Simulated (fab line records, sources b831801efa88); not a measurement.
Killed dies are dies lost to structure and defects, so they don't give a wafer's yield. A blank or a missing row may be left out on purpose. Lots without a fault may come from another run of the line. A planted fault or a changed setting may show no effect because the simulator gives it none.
Which tool did it? | flow sky130 | 13 lots, 39 wafers sampled, at 5 steps of a route of 708

WHAT THE GAUGES READ, wafer by wafer
SKY_PWDE_TW_MEAS_10. Usual: PWDE_TW 376, standard deviation 4.
lot  | measured    | on            | PWDE_TW     | flag
L748 | day 4 06:01 | film_metro-03 | 375 375 376 |
L749 | day 4 08:00 | film_metro-03 | 377 376 375 |
L751 | day 4 13:40 | film_metro-03 | 376 377 376 |
L752 | day 5 01:13 | film_metro-04 | 380 382 379 |
L754 | day 5 06:07 | film_metro-04 | 377 381 378 |
L756 | day 5 16:12 | film_metro-03 | 376 376 375 |
L757 | day 5 23:16 | film_metro-04 | 379 376 379 |
L758 | day 6 04:29 | film_metro-02 | 370 369 368 |
L759 | day 6 10:35 | film_metro-03 | 376 372 374 |
L761 | day 7 01:28 | film_metro-04 | 384 381 384 |
L763 | day 7 11:19 | film_metro-03 | 376 377 376 |
L769 | day 8 19:14 | film_metro-03 | 377 377 377 |
L771 | day 9 13:52 | film_metro-03 | 378 377 376 |

SKY_VT_ADJUST_LVTN_TW_MEAS_10. Usual: VT_ADJUST_LVTN_TW 240.2, standard deviation 2.3.
lot  | measured     | on            | VT_ADJUST_LVTN_TW | flag
L748 | day 7 07:23  | film_metro-01 | 239.9 239.4 239.6 |
L749 | day 7 09:54  | film_metro-02 | 238.0 238.4 238.6 |
L751 | day 7 17:16  | film_metro-03 | 243.3 243.2 242.9 |
L752 | day 8 06:41  | film_metro-02 | 240.1 238.6 239.1 |
L754 | day 8 12:43  | film_metro-01 | 237.9 237.9 240.1 |
L756 | day 9 00:22  | film_metro-01 | 240.2 238.9 240.3 |
L757 | day 9 09:20  | film_metro-01 | 238.5 239.1 239.6 |
L758 | day 9 13:10  | film_metro-03 | 245.8 243.0 244.0 |
L759 | day 9 21:26  | film_metro-02 | 210.8 210.0 210.3 | OFF
L761 | day 10 14:53 | film_metro-03 | 245.7 244.7 244.6 |
L763 | day 11 01:56 | film_metro-02 | 211.2 209.4 210.4 | OFF
L769 | day 12 17:02 | film_metro-03 | 243.8 243.4 243.5 |
L771 | day 13 14:56 | film_metro-01 | 238.8 238.5 238.9 |

SKY_VT_ADJUST_LVTN_TW_MEAS_21. Usual: VT_ADJUST_LVTN_2_TW 187.6, standard deviation 1.8.
lot  | measured     | on            | VT_ADJUST_LVTN_2_TW | flag
L748 | day 8 02:23  | film_metro-03 | 189.6 190.6 189.6   |
L749 | day 8 04:26  | film_metro-02 | 185.9 185.2 186.3   |
L751 | day 8 13:14  | film_metro-01 | 186.4 186.6 186.4   |
L752 | day 9 03:16  | film_metro-03 | 189.1 187.8 189.7   |
L754 | day 9 10:53  | film_metro-01 | 186.2 186.8 186.9   |
L756 | day 9 22:19  | film_metro-02 | 186.3 186.7 186.1   |
L757 | day 10 07:29 | film_metro-01 | 186.3 187.5 186.9   |
L758 | day 10 12:25 | film_metro-01 | 186.9 186.7 186.5   |
L759 | day 10 20:36 | film_metro-01 | 186.9 187.3 186.3   |
L761 | day 11 14:46 | film_metro-03 | 191.0 191.2 191.1   |
L763 | day 12 02:17 | film_metro-01 | 187.7 186.3 186.5   |
L769 | day 13 18:02 | film_metro-02 | 187.6 187.6 188.1   |
L771 | day 14 17:34 | film_metro-03 | 190.2 190.9 190.5   |

SKY_VT_ADJUST_NCORE_CD_MEAS_07: target cd 380 nm. Usual: cd_nm 380.3 nm, standard deviation 2.9.
lot  | measured     | on        | cd_nm (nm)        | flag
L748 | day 8 22:56  | cd_sem-02 | 379.0 380.9 380.8 |
L749 | day 9 01:17  | cd_sem-02 | 384.9 384.8 386.7 |
L751 | day 9 10:55  | cd_sem-01 | 381.1 381.2 381.7 |
L752 | day 10 00:53 | cd_sem-02 | 375.0 371.7 374.5 |
L754 | day 10 09:35 | cd_sem-01 | 380.1 382.2 379.4 |
L756 | day 10 21:27 | cd_sem-01 | 374.7 377.0 375.1 |
L757 | day 11 05:22 | cd_sem-02 | 380.5 377.9 381.1 |
L758 | day 11 11:21 | cd_sem-02 | 382.8 382.7 379.7 |
L759 | day 11 20:19 | cd_sem-01 | 379.6 378.0 382.0 |
L761 | day 12 14:44 | cd_sem-01 | 385.1 385.4 384.2 |
L763 | day 13 02:30 | cd_sem-01 | 382.3 379.4 381.8 |
L769 | day 14 20:13 | cd_sem-01 | 379.7 379.8 380.3 |
L771 | day 15 19:25 | cd_sem-02 | 380.5 375.7 377.5 |

WHICH TOOL RAN EACH LOT (tool, then ch and the chambers of the sampled wafers, then the start)
lot  | SKY_VT_ADJUST_LVTN_IMPLANT_08
L748 | implanter-04 ch 0, day 7 07:08
L749 | implanter-03 ch 0, day 7 09:40
L751 | implanter-03 ch 0, day 7 17:01
L752 | implanter-01 ch 0, day 8 06:27
L754 | implanter-04 ch 0, day 8 12:28
L756 | implanter-03 ch 0, day 9 00:08
L757 | implanter-01 ch 0, day 9 09:05
L758 | implanter-01 ch 0, day 9 12:55
L759 | implanter-01 ch 0, day 9 21:13
L761 | implanter-03 ch 0, day 10 14:39
L763 | implanter-01 ch 0, day 11 01:41
L769 | implanter-03 ch 0, day 12 16:47
L771 | implanter-03 ch 0, day 13 14:41
- SKY_VT_ADJUST_LVTN_IMPLANT_08

WHAT THE TOOLS THEMSELVES READ (means of the sampled wafers that have a number; where no wafer has one, the mark that the record gives instead)
SKY_VT_ADJUST_LVTN_IMPLANT_08. Usual: dose_ions_cm2 1.5701e+12, standard deviation 1.8e+09; faraday_current_uA 8.89, standard deviation 0.19.
lot  | tool         | dose_ions_cm2 | faraday_current_uA | flag
L748 | implanter-04 | 1.5703e+12    | 8.76               |
L749 | implanter-03 | 1.5692e+12    | 8.90               |
L751 | implanter-03 | 1.5702e+12    | 9.04               |
L752 | implanter-01 | 1.5697e+12    | 8.98               |
L754 | implanter-04 | 1.5676e+12    | 9.07               |
L756 | implanter-03 | 1.5722e+12    | 8.72               |
L757 | implanter-01 | 1.5714e+12    | 8.91               |
L758 | implanter-01 | 1.5723e+12    | 8.83               |
L759 | implanter-01 | 9.9250e+11    | 5.58               | OFF
L761 | implanter-03 | 1.5684e+12    | 8.60               |
L763 | implanter-01 | 9.9167e+11    | 5.62               | OFF
L769 | implanter-03 | 1.5681e+12    | 8.83               |
L771 | implanter-03 | 1.5712e+12    | 8.94               |

THE ANSWER, worked out from the rows above alone
Rule: a lot is off if the mean of its wafers that have a number lies more than 3 standard deviations from the usual mean. A lot without any number at a reading at which 4 lots or more have one is off too. The other lots that the step has rows for count as sound. The gauges are gone through in route order, then the tools' own readings, and for those a lot's mean is taken as printed above. The first step at which some lot is off is used, and at that step the reading that is off furthest; a lot without a number counts as furthest.
Off: L759, L763, at SKY_VT_ADJUST_LVTN_TW_MEAS_10 (VT_ADJUST_LVTN_TW).
A tool fits if, at a process step before that reading, it ran every lot that is off, and no sound lot after the first of them. The gauges at SKY_VT_ADJUST_LVTN_TW_MEAS_10 aren't tried: what is off there is off at SKY_VT_ADJUST_LVTN_IMPLANT_08 too, on other tools, and a gauge's error can't cause that. One fits: implanter-01 at SKY_VT_ADJUST_LVTN_IMPLANT_08. Its last sound lot is L758 (day 9 12:55), its first lot that is off L759 (day 9 21:13): a fault that began between those two fits.
The tool's own readings at SKY_VT_ADJUST_LVTN_IMPLANT_08 bear it out: on the lots that are off they differ by more than 5 times the standard deviation of the sound lots' means. dose_ions_cm2 reads 9.9208e+11 there against 1.5701e+12 on the sound lots; faraday_current_uA reads 5.60 there against 8.87 on the sound lots.

WHAT THE SIMULATOR HAD PUT IN
Process parameter drift: implanter-01, from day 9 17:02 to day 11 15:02, at SKY_VT_ADJUST_LVTN_IMPLANT_08. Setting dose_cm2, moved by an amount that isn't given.
Lots struck among those shown: L759, L763. The rule above found the same.
